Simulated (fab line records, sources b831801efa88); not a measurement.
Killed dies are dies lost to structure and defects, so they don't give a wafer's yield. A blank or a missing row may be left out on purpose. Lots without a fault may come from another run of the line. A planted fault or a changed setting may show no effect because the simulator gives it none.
fab line records | flow gf180mcu
record lots=5 wafers=15 last_day=33
route steps=602 shown NSD@241 PSD@248 SAB@264
lots that met no fault: from a run of the same line without faults
start_h: hours from the record's first day to the start of the lot's first wafer shown | wait_h: hours since the lot's step before | " the same as in the row above | L1.1+2: a row that stands for several wafers | - no value, or no start given | * or withheld: withheld | < > ~ a bound
route shown NAME@n: a module of which the file shows steps, and the number in the route of the first | usual: mean/standard deviation of fault-free wafers | same: alike in all rows | chamber/n: place in a boat | sites: the reading at each site | _std_site: their standard deviation | _edge_site: outer sites' mean less inner sites' | radius_mm: how far each site lies from the wafer's centre | mask NAME#n: copy n | behind: the tool/chamber that last shaped the wafer | hold: why the lot was held/for how many hours/how that ended | device: the transistor (n, p or np) that didn't switch | end of line: the same wafers' tests at the end of the route | a step without rows: its recipe alone | killed: dies lost to structure and defects at the first sort, not the wafer's yield | map: a wafer's dies, x killed, . not, _ none there
set.NAME: the setting as run; set.NAME@STEP: as run at that earlier step | model.NAME: the simulator's own value behind a step, which no gauge read
lots at some steps of the route; a table a step, a row a wafer
services: from which hour (start_h, from the record's first day; less than 0 if before it) a tool's chamber was out of use, for how many hours, and why
## steps
# step GF_NSD_DEVELOP_06
# recipe develop_time_s=60 dev_temp_c=23
# usual chill_plate_temp_C=23.00/0.099
# columns lot.wafer tool chamber start_h wait_h chill_plate_temp_C
L084.1 litho_track-02 0 381.25 0.1 22.89
L084.2 " 0 " " 23.02
L084.4 " 0 " " 22.94
L085.1 litho_track-03 0 390.41 0.1 23.02
L085.2 " 0 " " 23.11
L085.3 " 0 " " 23.13
L086.2 litho_track-01 0 395.45 0.1 23.02
L086.4 " 0 " " 22.94
L086.6 " 0 " " 23.06
L087.1 litho_track-02 0 403.90 0.1 22.97
L087.3 " 0 " " 23.08
L087.4 " 0 " " 23.15
L091.3 litho_track-03 0 441.65 0.1 22.88
L091.4 " 0 " " 22.92
L091.5 " 0 " " 22.92
# step GF_NSD_CD_MEAS_07
# recipe target_cd_nm=400
# usual cd_nm=400.4/2.6
# columns lot.wafer tool chamber start_h wait_h cd_nm
L084.1 cd_sem-01 - 381.40 0.1 401.7
L084.2 " - " " 400.1
L084.4 " - " " 400.0
L085.1 cd_sem-02 - 390.56 0.1 401.7
L085.2 " - " " 399.8
L085.3 " - " " 401.1
L086.2 cd_sem-01 - 395.59 0.1 398.2
L086.4 " - " " 401.0
L086.6 " - " " 398.6
L087.1 cd_sem-02 - 404.05 0.1 401.4
L087.3 " - " " 402.8
L087.4 " - " " 403.3
L091.3 cd_sem-01 - 441.79 0.1 402.0
L091.4 " - " " 399.7
L091.5 " - " " 399.8
# step GF_NSD_OVL_MEAS_08
# usual NSD_OVL=1.9/1.6
# columns lot.wafer tool chamber start_h wait_h NSD_OVL[nm]
L084.1 overlay-02 - 381.52 0.1 2.3
L084.2 " - " " 1.1
L084.4 " - " " 2.8
L085.1 overlay-02 - 390.68 0.1 1.4
L085.2 " - " " 1.8
L085.3 " - " " 1.9
L086.2 overlay-01 - 395.70 0.1 1.3
L086.4 " - " " 1.5
L086.6 " - " " 2.5
L087.1 overlay-01 - 404.17 0.1 4.1
L087.3 " - " " 3.6
L087.4 " - " " 5.8
L091.3 overlay-01 - 441.89 0.1 1.8
L091.4 " - " " 2.2
L091.5 " - " " 3.1
# step GF_NSD_IMPLANT_09
# recipe species=As energy_kev=60 dose_cm2=4e+15 tilt_deg=7
# columns lot.wafer tool chamber start_h wait_h
L084.1+2+4 implanter-04 0 381.56 0.0
L085.1+2+3 implanter-04 0 390.71 0.0
L086.2+4+6 implanter-02 0 395.75 0.0
L087.1+3+4 implanter-04 0 404.21 0.0
L091.3+4+5 implanter-04 0 441.96 0.1
# step GF_NSD_IMPLANT_10
# recipe species=P energy_kev=39.43 dose_cm2=5e+14 tilt_deg=7
# columns lot.wafer tool chamber start_h wait_h
L084.1+2+4 implanter-04 0 381.71 0.1
L085.1+2+3 implanter-04 0 390.86 0.1
L086.2+4+6 implanter-02 0 395.90 0.1
L087.1+3+4 implanter-04 0 404.36 0.1
L091.3+4+5 implanter-04 0 442.11 0.1
# step GF_NSD_STRIP_11
# recipe chemistry=O2/N2 power_w=1400 pressure_mtorr=1500 platen_temp_c=250 o2_flow_sccm=3000 n2_flow_sccm=300 overash_fraction=0.5
# usual drypump_motor_current_A=6.1/0.3 heater_power_w=345/56 oes_product_au=0.487/0.0043 strip_time_to_endpoint_s=22.93/0.034
# columns lot.wafer tool chamber start_h wait_h drypump_motor_current_A heater_power_w oes_product_au rf_hours_counter_h strip_time_to_endpoint_s
L084.1 plasma_asher-01 0 381.86 0.1 6.3 314 0.488 28 22.94
L084.2 " 1 " " 5.6 319 0.490 28 22.96
L084.4 " 0 " " 6.3 316 0.488 - 22.91
L085.1 plasma_asher-03 0 391.01 0.1 6.6 308 0.489 58 22.90
L085.2 " 1 " " 6.1 298 0.486 58 22.92
L085.3 " 0 " " 6.6 307 0.479 - 22.90
L086.2 plasma_asher-01 0 396.03 0.1 6.3 315 0.484 30 22.90
L086.4 " 1 " " 5.6 317 0.481 - 22.91
L086.6 " 1 " " 5.6 321 0.490 - 22.95
L087.1 plasma_asher-01 0 404.51 0.1 6.3 312 0.478 31 22.92
L087.3 " 1 " " 5.6 309 0.489 - 22.91
L087.4 " 0 " " 6.3 313 0.486 - 22.94
L091.3 plasma_asher-01 0 442.24 0.1 6.3 320 0.489 - 22.85
L091.4 " 1 " " 5.6 316 0.490 - 22.82
L091.5 " 1 " " 5.6 318 0.490 - 22.87
# step GF_NSD_TW_MEAS_12
# usual NSD_TW=4231/26
# columns lot.wafer tool chamber start_h wait_h NSD_TW
L084.1 film_metro-04 - 381.96 0.1 4239
L084.2 " - " " 4258
L084.4 " - " " 4247
L085.1 film_metro-04 - 391.11 0.1 4227
L085.2 " - " " 4226
L085.3 " - " " 4230
L086.2 film_metro-03 - 396.14 0.1 4214
L086.4 " - " " 4225
L086.6 " - " " 4208
L087.1 film_metro-03 - 404.61 0.1 4210
L087.3 " - " " 4215
L087.4 " - " " 4218
L091.3 film_metro-01 - 442.33 0.1 4246
L091.4 " - " " 4257
L091.5 " - " " 4232
# step GF_PSD_DEHYDRATE_00
# recipe temp_c=200 time_s=60
# usual chill_plate_temp_C=23.00/0.093 heater_power_total_W=160.37/0.13
# same time_s=60
# columns lot.wafer tool chamber start_h wait_h chill_plate_temp_C heater_power_total_W
L084.1 litho_track-04 0 393.29 11.3 22.95 160.55
L084.2 " 0 " " 23.12 160.40
L084.4 " 0 " " 22.99 160.14
L085.1 litho_track-04 0 402.04 10.9 23.01 160.30
L085.2 " 0 " " 23.08 160.51
L085.3 " 0 " " 22.93 160.33
L086.2 litho_track-01 0 407.20 11.0 22.94 160.27
L086.4 " 0 " " 22.99 160.35
L086.6 " 0 " " 22.88 160.40
L087.1 litho_track-02 0 415.65 11.0 22.97 160.37
L087.3 " 0 " " 23.13 160.28
L087.4 " 0 " " 23.09 160.43
L091.3 litho_track-01 0 453.42 11.1 23.08 160.22
L091.4 " 0 " " 22.89 160.39
L091.5 " 0 " " 23.13 160.35
# step GF_PSD_HMDS_01
# recipe prime_time_s=60 prime_temp_c=120
# usual chill_plate_temp_C=23.02/0.095
# columns lot.wafer tool chamber start_h wait_h chill_plate_temp_C
L084.1 litho_track-04 0 393.44 0.1 23.17
L084.2 " 0 " " 22.87
L084.4 " 0 " " 23.03
L085.1 litho_track-04 0 402.19 0.1 22.92
L085.2 " 0 " " 22.95
L085.3 " 0 " " 22.98
L086.2 litho_track-01 0 407.35 0.1 22.87
L086.4 " 0 " " 22.97
L086.6 " 0 " " 23.11
L087.1 litho_track-02 0 415.80 0.1 22.93
L087.3 " 0 " " 23.02
L087.4 " 0 " " 23.04
L091.3 litho_track-01 0 453.57 0.1 23.13
L091.4 " 0 " " 23.01
L091.5 " 0 " " 23.00
# step GF_PSD_COAT_02
# recipe resist=NOVOLAK spin_rpm=3000 resist_thk_nm=1000
# usual chill_plate_temp_C=22.99/0.11
# columns lot.wafer tool chamber start_h wait_h chill_plate_temp_C
L084.1 litho_track-04 0 393.59 0.1 22.94
L084.2 " 0 " " 23.09
L084.4 " 0 " " 22.97
L085.1 litho_track-04 0 402.34 0.1 22.96
L085.2 " 0 " " 23.02
L085.3 " 0 " " 23.03
L086.2 litho_track-01 0 407.50 0.1 23.16
L086.4 " 0 " " 23.17
L086.6 " 0 " " 23.16
L087.1 litho_track-02 0 415.95 0.1 22.82
L087.3 " 0 " " 22.77
L087.4 " 0 " " 22.96
L091.3 litho_track-01 0 453.72 0.1 22.90
L091.4 " 0 " " 23.00
L091.5 " 0 " " 23.08
# step GF_PSD_SOFTBAKE_03
# recipe temp_c=90 time_s=60 resist=NOVOLAK
# usual chill_plate_temp_C=23.01/0.099 heater_power_total_W=56.59/0.045
# same time_s=60
# columns lot.wafer tool chamber start_h wait_h chill_plate_temp_C heater_power_total_W
L084.1 litho_track-04 0 393.74 0.1 23.03 56.52
L084.2 " 0 " " 22.98 56.58
L084.4 " 0 " " 23.01 56.62
L085.1 litho_track-04 0 402.49 0.1 23.02 56.53
L085.2 " 0 " " 23.07 56.62
L085.3 " 0 " " 23.05 56.57
L086.2 litho_track-01 0 407.65 0.1 22.95 56.61
L086.4 " 0 " " 23.09 56.62
L086.6 " 0 " " 23.01 56.63
L087.1 litho_track-02 0 416.10 0.1 22.97 56.51
L087.3 " 0 " " 23.13 56.52
L087.4 " 0 " " 23.09 56.51
L091.3 litho_track-01 0 453.87 0.1 23.05 56.57
L091.4 " 0 " " 23.12 56.58
L091.5 " 0 " " 23.03 56.51
# step GF_PSD_EXPOSE_04
# recipe mask_id=Pplus target_cd_nm=400 na=0.6 source_shape=conventional sigma_outer=0.6 dose_mj=140
# usual reticle_temp_C=23.02/0.1
# columns lot.wafer tool chamber start_h wait_h mask reticle_temp_C
L084.1 iline_stepper-01 0 - - Pplus#0 23.11
L084.2 " 0 " " Pplus#0 23.04
L084.4 " 0 " " Pplus#0 22.98
L085.1 iline_stepper-01 0 - - Pplus#0 22.98
L085.2 " 0 " " Pplus#0 22.97
L085.3 " 0 " " Pplus#0 23.00
L086.2 iline_stepper-02 0 - - Pplus#0 22.97
L086.4 " 0 " " Pplus#0 22.96
L086.6 " 0 " " Pplus#0 23.12
L087.1 iline_stepper-01 0 - - Pplus#0 22.86
L087.3 " 0 " " Pplus#0 22.94
L087.4 " 0 " " Pplus#0 22.99
L091.3 iline_stepper-02 0 - - Pplus#0 23.12
L091.4 " 0 " " Pplus#0 23.08
L091.5 " 0 " " Pplus#0 23.18
# step GF_PSD_PEB_05
# recipe temp_c=withheld time_s=* resist=NOVOLAK
# usual chill_plate_temp_C=*
# same time_s=*
# columns lot.wafer tool chamber start_h wait_h chill_plate_temp_C
L084.1 litho_track-02 0 - - *
L084.2 " 0 " " *
L084.4 " 0 " " *
L085.1 litho_track-01 0 - - *
L085.2 " 0 " " *
L085.3 " 0 " " *
L086.2 litho_track-04 0 - - *
L086.4 " 0 " " *
L086.6 " 0 " " *
L087.1 litho_track-04 0 - - *
L087.3 " 0 " " *
L087.4 " 0 " " *
L091.3 litho_track-01 0 - - *
L091.4 " 0 " " *
L091.5 " 0 " " *
# step GF_PSD_DEVELOP_06
# recipe develop_time_s=60 dev_temp_c=23
# usual chill_plate_temp_C=23.00/0.11
# columns lot.wafer tool chamber start_h wait_h chill_plate_temp_C
L084.1 litho_track-02 0 405.10 0.1 23.02
L084.2 " 0 " " 23.13
L084.4 " 0 " " 23.02
L085.1 litho_track-01 0 414.07 0.1 23.08
L085.2 " 0 " " 22.96
L085.3 " 0 " " 23.12
L086.2 litho_track-04 0 418.92 0.1 23.03
L086.4 " 0 " " 22.90
L086.6 " 0 " " 23.05
L087.1 litho_track-04 0 428.04 0.1 23.00
L087.3 " 0 " " 23.21
L087.4 " 0 " " 23.06
L091.3 litho_track-01 0 466.27 0.1 23.04
L091.4 " 0 " " 23.05
L091.5 " 0 " " 23.08
# step GF_PSD_CD_MEAS_07
# recipe target_cd_nm=400
# usual cd_nm=399.7/2.3
# columns lot.wafer tool chamber start_h wait_h cd_nm
L084.1 cd_sem-01 - 405.25 0.1 400.0
L084.2 " - " " 399.8
L084.4 " - " " 400.6
L085.1 cd_sem-01 - 414.22 0.1 403.8
L085.2 " - " " 402.0
L085.3 " - " " 401.5
L086.2 cd_sem-02 - 419.06 0.1 400.8
L086.4 " - " " 397.9
L086.6 " - " " 398.5
L087.1 cd_sem-02 - 428.19 0.1 405.2
L087.3 " - " " 402.6
L087.4 " - " " 404.3
L091.3 cd_sem-02 - 466.41 0.1 398.0
L091.4 " - " " 397.1
L091.5 " - " " 397.6
# step GF_PSD_OVL_MEAS_08
# usual PSD_OVL=-0.4/1.5
# columns lot.wafer tool chamber start_h wait_h PSD_OVL[nm]
L084.1 overlay-02 - 405.37 0.1 -1.9
L084.2 " - " " -2.2
L084.4 " - " " -2.6
L085.1 overlay-01 - 414.34 0.1 -1.0
L085.2 " - " " -1.9
L085.3 " - " " 0.5
L086.2 overlay-01 - 419.17 0.1 -1.5
L086.4 " - " " -0.5
L086.6 " - " " -0.6
L087.1 overlay-02 - 428.31 0.1 -0.7
L087.3 " - " " 0.1
L087.4 " - " " -0.9
L091.3 overlay-01 - 466.50 0.1 -0.4
L091.4 " - " " -1.1
L091.5 " - " " -0.7
# step GF_PSD_IMPLANT_09
# recipe species=BF2 energy_kev=40 dose_cm2=1.5e+15 tilt_deg=7
# columns lot.wafer tool chamber start_h wait_h
L084.1+2+4 implanter-03 0 405.41 0.0
L085.1+2+3 implanter-02 0 414.38 0.0
L086.2+4+6 implanter-01 0 419.22 0.0
L087.1+3+4 implanter-02 0 428.35 0.0
L091.3+4+5 implanter-03 0 466.58 0.1
# step GF_PSD_STRIP_10
# recipe chemistry=O2/N2 power_w=1400 pressure_mtorr=1500 platen_temp_c=250 o2_flow_sccm=3000 n2_flow_sccm=300 overash_fraction=0.5
# usual drypump_motor_current_A=6.1/0.41 heater_power_w=306/12 oes_product_au=0.592/0.0042 strip_time_to_endpoint_s=16.52/0.038
# columns lot.wafer tool chamber start_h wait_h drypump_motor_current_A heater_power_w oes_product_au rf_hours_counter_h strip_time_to_endpoint_s
L084.1 plasma_asher-03 1 405.56 0.1 6.1 302 0.590 60 16.52
L084.2 " 0 " " 6.6 302 0.588 60 16.54
L084.4 " 0 " " 6.6 307 0.597 - 16.53
L085.1 plasma_asher-03 0 414.53 0.1 6.6 311 0.590 61 16.49
L085.2 " 1 " " 6.1 296 0.593 61 16.49
L085.3 " 1 " " 6.1 300 0.600 - 16.53
L086.2 plasma_asher-01 1 419.35 0.1 5.6 327 0.605 33 16.51
L086.4 " 0 " " 6.2 316 0.591 - 16.49
L086.6 " 0 " " 6.3 306 0.602 - 16.47
L087.1 plasma_asher-03 0 428.50 0.1 6.6 306 0.599 62 16.51
L087.3 " 0 " " 6.6 301 0.598 - 16.51
L087.4 " 1 " " 6.1 297 0.592 - 16.48
L091.3 plasma_asher-02 0 466.71 0.1 5.7 278 0.588 - 16.51
L091.4 " 1 " " 5.3 321 0.589 - 16.51
L091.5 " 0 " " 5.7 286 0.594 - 16.50
# step GF_PSD_TW_MEAS_11
# usual PSD_TW=3168/19
# columns lot.wafer tool chamber start_h wait_h PSD_TW
L084.1 film_metro-03 - 405.66 0.1 3151
L084.2 " - " " 3145
L084.4 " - " " 3144
L085.1 film_metro-01 - 414.63 0.1 3174
L085.2 " - " " 3168
L085.3 " - " " 3167
L086.2 film_metro-04 - 419.46 0.1 3179
L086.4 " - " " 3180
L086.6 " - " " 3185
L087.1 film_metro-03 - 428.60 0.1 3154
L087.3 " - " " 3150
L087.4 " - " " 3145
L091.3 film_metro-03 - 466.80 0.1 3155
L091.4 " - " " 3159
L091.5 " - " " 3177
# step GF_PSD_CLEAN_12
# recipe chemistry=SC1/SC2 mix=1:4:20 temp_c=70 time_s=150 dry=n2_spin
# same time_s=150
# columns lot.wafer tool chamber start_h wait_h
L084.1+2+4 wet_bench-04 0 405.72 0.1
L085.1+2+3 wet_bench-01 3 414.69 0.1
L086.2+4+6 wet_bench-04 3 419.51 0.0
L087.1+3+4 wet_bench-04 0 428.66 0.1
L091.3+4+5 wet_bench-03 0 466.84 0.0
# step GF_PSD_RTA_13
# recipe temp_c=1025 time_s=20 ambient=N2
# usual lamp_power_pct=34.6/0.5 wafer_temp_C_max=1028.6/1.3
# same time_s=20
# columns lot.wafer tool chamber start_h wait_h lamp_power_pct wafer_temp_C_max
L084.1 rtp_anneal-02 0 405.77 0.0 35.1 1030.4
L084.2 " 0 " " 35.1 1029.5
L084.4 " 0 " " 35.1 1028.1
L085.1 rtp_anneal-01 0 414.74 0.0 34.1 1028.5
L085.2 " 0 " " 34.1 1027.1
L085.3 " 0 " " 34.1 1029.1
L086.2 rtp_anneal-02 0 419.63 0.0 35.1 1030.4
L086.4 " 0 " " 35.1 1028.8
L086.6 " 0 " " 35.1 1030.0
L087.1 rtp_anneal-01 0 428.71 0.0 34.1 1027.4
L087.3 " 0 " " 34.1 1027.7
L087.4 " 0 " " 34.1 1027.7
L091.3 rtp_anneal-02 0 466.91 0.0 35.1 1029.7
L091.4 " 0 " " 35.1 1030.1
L091.5 " 0 " " 35.1 1030.6
# step GF_PSD_RS_MEAS_14
# recipe thk_meas_gauge=four-point-probe
# usual NSD_RS=46.61/0.084
# columns lot.wafer tool chamber start_h wait_h NSD_RS[ohm/sq]
L084.1 film_metro-04 - 405.85 0.1 46.56
L084.2 " - " " 46.65
L084.4 " - " " 46.67
L085.1 film_metro-04 - 414.82 0.1 46.68
L085.2 " - " " 46.66
L085.3 " - " " 46.73
L086.2 film_metro-01 - 419.79 0.1 46.67
L086.4 " - " " 46.58
L086.6 " - " " 46.68
L087.1 film_metro-01 - 428.79 0.1 46.80
L087.3 " - " " 46.64
L087.4 " - " " 46.66
L091.3 film_metro-01 - 467.01 0.1 46.74
L091.4 " - " " 46.75
L091.5 " - " " 46.68
# step GF_PSD_RS_MEAS_15
# recipe thk_meas_gauge=four-point-probe
# usual PSD_RS=108.69/0.27
# columns lot.wafer tool chamber start_h wait_h PSD_RS[ohm/sq]
L084.1 film_metro-04 - 405.97 0.1 108.61
L084.2 " - " " 108.48
L084.4 " - " " 108.75
L085.1 film_metro-04 - 414.94 0.1 108.97
L085.2 " - " " 108.68
L085.3 " - " " 109.00
L086.2 film_metro-01 - 419.91 0.1 108.84
L086.4 " - " " 108.85
L086.6 " - " " 108.62
L087.1 film_metro-01 - 428.91 0.1 108.79
L087.3 " - " " 108.80
L087.4 " - " " 108.72
L091.3 film_metro-01 - 467.13 0.1 109.05
L091.4 " - " " 108.80
L091.5 " - " " 109.11
# step GF_SAB_CVD_00
# recipe material=SiO2 target_thk_nm=50 precursor=TEOS temp_c=400 time_s=4.9302 rf_w=600
# usual heater_power_w=690/100
# same time_s=4.9302
# columns lot.wafer tool chamber start_h wait_h heater_power_w
L084.1 pecvd-04 2 406.09 0.1 867
L084.2 " 0 " " 537
L084.4 " 2 " " 851
L085.1 pecvd-04 2 415.06 0.1 786
L085.2 " 0 " " 541
L085.3 " 1 " " 732
L086.2 pecvd-04 2 420.01 0.1 806
L086.4 " 2 " " 807
L086.6 " 1 " " 679
L087.1 pecvd-02 1 429.03 0.1 515
L087.3 " 0 " " 742
L087.4 " 0 " " 748
L091.3 pecvd-04 1 467.21 0.1 781
L091.4 " 1 " " 798
L091.5 " 2 " " 831
# step GF_SAB_THK_MEAS_01
# recipe reads=SiO2_of_SAB_CVD_00
# usual SAB_CVD_00_THK=49.6/0.67
# columns lot.wafer tool chamber start_h wait_h SAB_CVD_00_THK[nm]
L084.1 film_metro-02 - 406.11 0.0 49.5
L084.2 " - " " 50.2
L084.4 " - " " 49.9
L085.1 film_metro-02 - 415.08 0.0 49.3
L085.2 " - " " 50.0
L085.3 " - " " 49.8
L086.2 film_metro-04 - 420.04 0.0 49.3
L086.4 " - " " 50.5
L086.6 " - " " 50.1
L087.1 film_metro-02 - 429.05 0.0 48.6
L087.3 " - " " 49.5
L087.4 " - " " 50.2
L091.3 film_metro-01 - 467.25 0.0 48.4
L091.4 " - " " 48.9
L091.5 " - " " 49.8
# step GF_SAB_DEHYDRATE_02
# recipe temp_c=200 time_s=60
# usual chill_plate_temp_C=23.01/0.11 heater_power_total_W=160.38/0.12
# same time_s=60
# columns lot.wafer tool chamber start_h wait_h chill_plate_temp_C heater_power_total_W
L084.1 litho_track-01 0 417.02 10.9 22.79 160.23
L084.2 " 0 " " 22.93 160.40
L084.4 " 0 " " 22.88 160.46
L085.1 litho_track-03 0 426.40 11.3 23.04 160.17
L085.2 " 0 " " 22.87 160.55
L085.3 " 0 " " 22.99 160.48
L086.2 litho_track-03 0 431.83 11.8 23.14 160.28
L086.4 " 0 " " 23.14 160.36
L086.6 " 0 " " 23.05 160.31
L087.1 litho_track-04 0 440.94 11.9 22.91 160.22
L087.3 " 0 " " 22.99 160.23
L087.4 " 0 " " 23.15 160.26
L091.3 litho_track-04 0 478.74 11.5 22.78 160.36
L091.4 " 0 " " 22.84 160.58
L091.5 " 0 " " 22.86 160.21
# step GF_SAB_HMDS_03
# recipe prime_time_s=60 prime_temp_c=120
# usual chill_plate_temp_C=23.01/0.12
# columns lot.wafer tool chamber start_h wait_h chill_plate_temp_C
L084.1 litho_track-01 0 417.17 0.1 22.94
L084.2 " 0 " " 22.76
L084.4 " 0 " " 22.89
L085.1 litho_track-03 0 426.55 0.1 22.86
L085.2 " 0 " " 22.98
L085.3 " 0 " " 22.90
L086.2 litho_track-03 0 431.98 0.1 23.22
L086.4 " 0 " " 23.20
L086.6 " 0 " " 23.16
L087.1 litho_track-04 0 441.09 0.1 23.16
L087.3 " 0 " " 23.01
L087.4 " 0 " " 22.93
L091.3 litho_track-04 0 478.89 0.1 22.97
L091.4 " 0 " " 22.77
L091.5 " 0 " " 23.07
# step GF_SAB_COAT_04
# recipe resist=NOVOLAK spin_rpm=3000 resist_thk_nm=1000
# usual chill_plate_temp_C=22.98/0.12
# columns lot.wafer tool chamber start_h wait_h chill_plate_temp_C
L084.1 litho_track-01 0 417.32 0.1 22.91
L084.2 " 0 " " 23.01
L084.4 " 0 " " 23.00
L085.1 litho_track-03 0 426.70 0.1 23.07
L085.2 " 0 " " 22.84
L085.3 " 0 " " 22.72
L086.2 litho_track-03 0 432.13 0.1 23.30
L086.4 " 0 " " 23.21
L086.6 " 0 " " 23.18
L087.1 litho_track-04 0 441.24 0.1 23.29
L087.3 " 0 " " 23.07
L087.4 " 0 " " 23.15
L091.3 litho_track-04 0 479.04 0.1 22.78
L091.4 " 0 " " 22.95
L091.5 " 0 " " 22.86
# step GF_SAB_SOFTBAKE_05
# recipe temp_c=90 time_s=60 resist=NOVOLAK
# usual chill_plate_temp_C=22.98/0.11 heater_power_total_W=56.59/0.044
# same time_s=60
# columns lot.wafer tool chamber start_h wait_h chill_plate_temp_C heater_power_total_W
L084.1 litho_track-01 0 417.47 0.1 22.87 56.59
L084.2 " 0 " " 22.86 56.70
L084.4 " 0 " " 23.05 56.57
L085.1 litho_track-03 0 426.85 0.1 22.93 56.65
L085.2 " 0 " " 23.04 56.62
L085.3 " 0 " " 22.98 56.64
L086.2 litho_track-03 0 432.28 0.1 22.86 56.62
L086.4 " 0 " " 22.90 56.59
L086.6 " 0 " " 22.94 56.56
L087.1 litho_track-04 0 441.39 0.1 22.97 56.65
L087.3 " 0 " " 23.06 56.65
L087.4 " 0 " " 22.91 56.57
L091.3 litho_track-04 0 479.19 0.1 22.98 56.56
L091.4 " 0 " " 22.85 56.64
L091.5 " 0 " " 22.97 56.61
# step GF_SAB_EXPOSE_06
# recipe mask_id=SAB target_cd_nm=420 na=0.6 source_shape=conventional sigma_outer=0.6 dose_mj=140
# usual reticle_temp_C=23.00/0.1
# columns lot.wafer tool chamber start_h wait_h mask reticle_temp_C
L084.1 iline_stepper-01 0 - - SAB#0 23.01
L084.2 " 0 " " SAB#0 22.98
L084.4 " 0 " " SAB#0 23.05
L085.1 iline_stepper-01 0 - - SAB#0 22.86
L085.2 " 0 " " SAB#0 23.11
L085.3 " 0 " " SAB#0 22.96
L086.2 iline_stepper-01 0 - - SAB#0 22.95
L086.4 " 0 " " SAB#0 23.02
L086.6 " 0 " " SAB#0 23.29
L087.1 iline_stepper-01 0 - - SAB#0 22.99
L087.3 " 0 " " SAB#0 22.80
L087.4 " 0 " " SAB#0 23.00
L091.3 iline_stepper-02 0 - - SAB#0 22.93
L091.4 " 0 " " SAB#0 22.80
L091.5 " 0 " " SAB#0 22.97
# step GF_SAB_PEB_07
# recipe temp_c=withheld time_s=* resist=NOVOLAK
# usual chill_plate_temp_C=*
# same time_s=*
# columns lot.wafer tool chamber start_h wait_h chill_plate_temp_C
L084.1 litho_track-03 0 - - *
L084.2 " 0 " " *
L084.4 " 0 " " *
L085.1 litho_track-01 0 - - *
L085.2 " 0 " " *
L085.3 " 0 " " *
L086.2 litho_track-03 0 - - *
L086.4 " 0 " " *
L086.6 " 0 " " *
L087.1 litho_track-03 0 - - *
L087.3 " 0 " " *
L087.4 " 0 " " *
L091.3 litho_track-01 0 - - *
L091.4 " 0 " " *
L091.5 " 0 " " *
# step GF_SAB_DEVELOP_08
# recipe develop_time_s=60 dev_temp_c=23
# usual chill_plate_temp_C=22.99/0.1
# columns lot.wafer tool chamber start_h wait_h chill_plate_temp_C
L084.1 litho_track-03 0 429.40 0.1 22.97
L084.2 " 0 " " 23.04
L084.4 " 0 " " 23.14
L085.1 litho_track-01 0 438.97 0.1 22.94
L085.2 " 0 " " 22.92
L085.3 " 0 " " 23.00
L086.2 litho_track-03 0 444.43 0.1 23.20
L086.4 " 0 " " 23.08
L086.6 " 0 " " 23.12
L087.1 litho_track-03 0 453.10 0.1 22.99
L087.3 " 0 " " 22.98
L087.4 " 0 " " 22.92
L091.3 litho_track-01 0 491.02 0.1 23.11
L091.4 " 0 " " 23.00
L091.5 " 0 " " 23.02
# step GF_SAB_CD_MEAS_09
# recipe target_cd_nm=420
# usual cd_nm=419.3/2.4
# columns lot.wafer tool chamber start_h wait_h cd_nm
L084.1 cd_sem-01 - 429.55 0.1 421.1
L084.2 " - " " 419.2
L084.4 " - " " 420.6
L085.1 cd_sem-01 - 439.12 0.1 420.0
L085.2 " - " " 418.9
L085.3 " - " " 420.3
L086.2 cd_sem-02 - 444.57 0.1 420.6
L086.4 " - " " 421.8
L086.6 " - " " 423.0
L087.1 cd_sem-02 - 453.25 0.1 417.3
L087.3 " - " " 416.2
L087.4 " - " " 417.1
L091.3 cd_sem-01 - 491.16 0.1 420.7
L091.4 " - " " 420.7
L091.5 " - " " 420.2
# step GF_SAB_OVL_MEAS_10
# usual SAB_OVL=0.1/1.7
# columns lot.wafer tool chamber start_h wait_h SAB_OVL[nm]
L084.1 overlay-01 - 429.67 0.1 0.7
L084.2 " - " " -1.6
L084.4 " - " " -1.1
L085.1 overlay-02 - 439.24 0.1 2.1
L085.2 " - " " 0.1
L085.3 " - " " 2.1
L086.2 overlay-01 - 444.68 0.1 -0.2
L086.4 " - " " 1.8
L086.6 " - " " 0.4
L087.1 overlay-01 - 453.41 0.1 0.9
L087.3 " - " " 2.4
L087.4 " - " " 2.6
L091.3 overlay-02 - 491.25 0.1 -1.0
L091.4 " - " " -1.5
L091.5 " - " " 0.4
# step GF_SAB_ETCH_11
# recipe chemistry=C4F8/O2/Ar mask_material=NOVOLAK target=SiO2 target_depth_nm=55 source_w=1500 bias_w=1200 pressure_mtorr=40 c4f8_flow_sccm=withheld O2_flow_sccm=6 Ar_flow_sccm=300 time_s=8.5
# usual oes_product_au=1.001/0.014
# same time_s=8.5
# columns lot.wafer tool chamber start_h wait_h oes_product_au rf_hours_counter_h
L084.1 rie_diel-03 0 429.71 0.0 0.991 29
L084.2 " 2 " " 0.990 46
L084.4 " 3 " " 0.970 37
L085.1 rie_diel-04 2 439.28 0.0 0.985 60
L085.2 " 0 " " 0.975 11
L085.3 " 3 " " 0.985 66
L086.2 rie_diel-01 1 444.71 0.0 1.025 3
L086.4 " 3 " " 0.990 0
L086.6 " 3 " " 0.990 -
L087.1 rie_diel-01 1 453.44 0.0 1.020 3
L087.3 " 0 " " 1.017 12
L087.4 " 3 " " 0.990 0
L091.3 rie_diel-01 3 491.28 0.0 0.990 2
L091.4 " 0 " " 1.023 13
L091.5 " 0 " " 1.014 -
# step GF_SAB_WET_ETCH_12
# recipe chemistry=dHF target_depth_nm=22 dry=n2_spin target=SiO2 temp_c=24.52 dilution=100:1 time_s=440
# same time_s=440
# columns lot.wafer tool chamber start_h wait_h
L084.1+2+4 wet_bench-03 1 429.73 0.0
L085.1+2+3 wet_bench-01 0 439.30 0.0
L086.2+4+6 wet_bench-01 3 444.73 0.0
L087.1+3+4 wet_bench-01 3 453.46 0.0
L091.3+4+5 wet_bench-03 1 491.30 0.0
## services
# columns tool chamber start_h hours kind
pecvd-04 - 357.55 2.8 pm
rie_diel-01 2 361.01 3.9 repair
pecvd-04 - 366.64 6.0 pm
pecvd-04 - 372.64 14.0 pm
plasma_asher-03 - 373.55 3.1 repair
plasma_asher-01 - 382.31 1.6 repair
rie_diel-04 2 386.33 3.2 repair
iline_stepper-01 - 388.58 4.9 repair
rie_diel-04 0 389.71 4.8 repair
iline_stepper-02 - 391.39 5.7 repair
implanter-02 - 398.45 0.6 repair
implanter-01 - 398.77 5.6 pm
iline_stepper-02 - 399.24 1.7 pm
pecvd-02 0 403.95 4.2 repair
rie_diel-03 1 419.24 5.7 repair
plasma_asher-02 - 421.25 9.0 pm
rie_diel-04 3 422.02 16.3 repair
iline_stepper-02 - 428.24 4.4 pm
rtp_anneal-01 - 466.78 2.8 pm
iline_stepper-01 - 468.66 4.4 pm
rie_diel-03 - 470.38 28.1 pm
pecvd-02 - 472.85 0.3 repair
rtp_anneal-02 - 486.74 4.3 pm
rie_diel-04 - 490.85 4.3 pm
## key
fault none
